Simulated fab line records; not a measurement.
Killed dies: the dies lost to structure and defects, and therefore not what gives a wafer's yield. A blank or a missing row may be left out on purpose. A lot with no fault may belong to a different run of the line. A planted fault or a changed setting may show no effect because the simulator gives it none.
Matching of chambers	flow gf180mcu	GF_SAB_ETCH_11 on rie diel-03 has 4 sister chambers
The step etches SiO2 in C4F8/O2/Ar, target depth 55 nm, time 8.5 s. 4 wafers are shown with their chamber, then 7 later ones without.

== EACH WAFER AND ITS CHAMBER ==
wafer	chamber	oes product au (a.u.)
L292.1	1	1.010
L292.2	2	1.011
L297.1	0	0.991
L297.3	3	1.007

== WAFERS WHOSE CHAMBER IS MISSING ==
wafer	oes product au (a.u.)
L297.4	1.012
L299.2	0.984
L299.3	1.017
L299.4	0.994
L300.1	1.001
L300.3	1.027
L300.5	1.015

== CHAMBER TAKEN BY EACH ==
wafer	from the rows above	in truth
L297.4	can't be placed: 2 or 1 or 3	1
L299.2	0	0
L299.3	can't be placed: 2 or 1 or 3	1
L299.4	can't be placed: 0 or 3 or 1 or 2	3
L300.1	can't be placed: 3 or 1 or 0 or 2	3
L300.3	can't be placed: 2 or 1 or 3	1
L300.5	can't be placed: 2 or 1 or 3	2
Correctly placed: 1 of 7. These rows do not allow placing 6 (true chamber among the candidates in 6). Wrongly placed: 0.
How it was worked out, from the rows above alone: a wafer's distance from a chamber is the root of the sum, over the readings, of the square of ((its reading less the chamber's mean) divided by the reading's scatter). The wafer belongs to the nearest chamber; if the next one is less than 2 further off, it can't be placed. The mean given for a chamber averages the wafers shown for that chamber. The scatter: with one shown wafer a chamber, the root of the mean of the squares of how far each hidden wafer lies from its nearest shown one.
